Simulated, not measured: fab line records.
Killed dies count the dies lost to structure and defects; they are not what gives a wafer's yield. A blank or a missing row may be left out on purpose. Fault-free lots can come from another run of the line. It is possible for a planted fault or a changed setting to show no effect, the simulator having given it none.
Which of the tools did it? / flow sky130 / 13 lots with 39 wafers sampled at 2 steps, on a route of 708 steps

== WHAT EACH GAUGE READ, for each wafer ==
SKY_VIA4_THK_MEAS_01. Usual: VIA4_HDPCVD_THK typically reads 1754 nm, with standard deviation 20.
lot=L736; measured=day 41 09:49; on=film metro-04; VIA4_HDPCVD_THK (nm)=1778 1725 1801; flag=
lot=L737; measured=day 41 20:24; on=film metro-01; VIA4_HDPCVD_THK (nm)=1771 1771 1746; flag=
lot=L738; measured=day 42 00:50; on=film metro-01; VIA4_HDPCVD_THK (nm)=1788 1768 1777; flag=
lot=L739; measured=day 42 08:32; on=film metro-01; VIA4_HDPCVD_THK (nm)=1746 1739 1764; flag=
lot=L741; measured=day 43 02:23; on=film metro-04; VIA4_HDPCVD_THK (nm)=1742 1732 1726; flag=
lot=L742; measured=day 43 07:46; on=film metro-01; VIA4_HDPCVD_THK (nm)=1757 1766 2269; flag=OFF
lot=L750; measured=day 45 17:26; on=film metro-04; VIA4_HDPCVD_THK (nm)=1746 1765 1744; flag=
lot=L751; measured=day 46 00:10; on=film metro-01; VIA4_HDPCVD_THK (nm)=1735 1778 1736; flag=
lot=L754; measured=day 46 15:01; on=film metro-02; VIA4_HDPCVD_THK (nm)=1753 1747 1763; flag=
lot=L755; measured=day 46 19:50; on=film metro-01; VIA4_HDPCVD_THK (nm)=1754 1756 1776; flag=
lot=L756; measured=day 47 06:43; on=film metro-02; VIA4_HDPCVD_THK (nm)=1763 1774 1776; flag=
lot=L757; measured=day 47 07:29; on=film metro-04; VIA4_HDPCVD_THK (nm)=1751 1778 1754; flag=
lot=L758; measured=day 47 08:15; on=film metro-02; VIA4_HDPCVD_THK (nm)=1731 1764 1731; flag=

== TOOL THAT RAN EACH LOT (tool first, then ch and the chambers of the sampled wafers, then the start) ==
lot=L736; SKY_VIA4_HDPCVD_00=hdpcvd-02 ch 1,2, day 41 09:37
lot=L737; SKY_VIA4_HDPCVD_00=hdpcvd-02 ch 0,1, day 41 20:12
lot=L738; SKY_VIA4_HDPCVD_00=hdpcvd-02 ch 0,1, day 42 00:38
lot=L739; SKY_VIA4_HDPCVD_00=hdpcvd-02 ch 1,2, day 42 08:21
lot=L741; SKY_VIA4_HDPCVD_00=hdpcvd-01 ch 0,1,2, day 43 02:12
lot=L742; SKY_VIA4_HDPCVD_00=hdpcvd-02 ch 0,1,2, day 43 07:39
lot=L750; SKY_VIA4_HDPCVD_00=hdpcvd-02 ch 0,2, day 45 17:15
lot=L751; SKY_VIA4_HDPCVD_00=hdpcvd-01 ch 0,2, day 45 23:59
lot=L754; SKY_VIA4_HDPCVD_00=hdpcvd-02 ch 0,2, day 46 14:49
lot=L755; SKY_VIA4_HDPCVD_00=hdpcvd-02 ch 0,1,2, day 46 19:39
lot=L756; SKY_VIA4_HDPCVD_00=hdpcvd-02 ch 0,1,2, day 47 06:32
lot=L757; SKY_VIA4_HDPCVD_00=hdpcvd-02 ch 1,2, day 47 07:17
lot=L758; SKY_VIA4_HDPCVD_00=hdpcvd-01 ch 0,1,2, day 47 08:05
- SKY_VIA4_HDPCVD_00: deposits SiO2, target thk 1750 nm, time 291.7 s.

== AS READ BY THE TOOLS THEMSELVES (means over the sampled wafers that have a number; for cases with no such wafer, the mark the record gives instead) ==
SKY_VIA4_HDPCVD_00. Usual: run length s reads 319.7 s (standard deviation 0.38).
lot=L736; tool=hdpcvd-02; run length s (s)=320.0; flag=
lot=L737; tool=hdpcvd-02; run length s (s)=319.5; flag=
lot=L738; tool=hdpcvd-02; run length s (s)=319.5; flag=
lot=L739; tool=hdpcvd-02; run length s (s)=320.0; flag=
lot=L741; tool=hdpcvd-01; run length s (s)=319.5; flag=
lot=L742; tool=hdpcvd-02; run length s (s)=346.6; flag=OFF
lot=L750; tool=hdpcvd-02; run length s (s)=320.0; flag=
lot=L751; tool=hdpcvd-01; run length s (s)=319.7; flag=
lot=L754; tool=hdpcvd-02; run length s (s)=319.9; flag=
lot=L755; tool=hdpcvd-02; run length s (s)=319.8; flag=
lot=L756; tool=hdpcvd-02; run length s (s)=320.0; flag=
lot=L757; tool=hdpcvd-02; run length s (s)=319.3; flag=
lot=L758; tool=hdpcvd-01; run length s (s)=319.6; flag=

== THE ANSWER, worked out from the rows above alone ==
Rule: a lot counts as off when the mean over its wafers that have a number is more than 3 standard deviations away from the usual mean. Also off: a lot with no number at a reading for which 4 or more lots have one. The other lots that the step has rows for count as sound. The gauges are gone through in route order, then the tools' own readings, and for those a lot's mean is taken as printed above. The first step at which some lot is off is used, and at that step the reading that is off furthest; a lot without a number counts as furthest.
Off: L742, at SKY_VIA4_THK_MEAS_01 (VIA4_HDPCVD_THK).
A tool fits if, at a process step before that reading, it ran every lot that is off, and no sound lot after the first of them. The gauges at SKY_VIA4_THK_MEAS_01 aren't tried: what is off there is off at SKY_VIA4_HDPCVD_00 too, on other tools, and a gauge's error can't cause that. Not one of the candidates tried fits.

== WHAT THE SIMULATOR HAD INSERTED ==
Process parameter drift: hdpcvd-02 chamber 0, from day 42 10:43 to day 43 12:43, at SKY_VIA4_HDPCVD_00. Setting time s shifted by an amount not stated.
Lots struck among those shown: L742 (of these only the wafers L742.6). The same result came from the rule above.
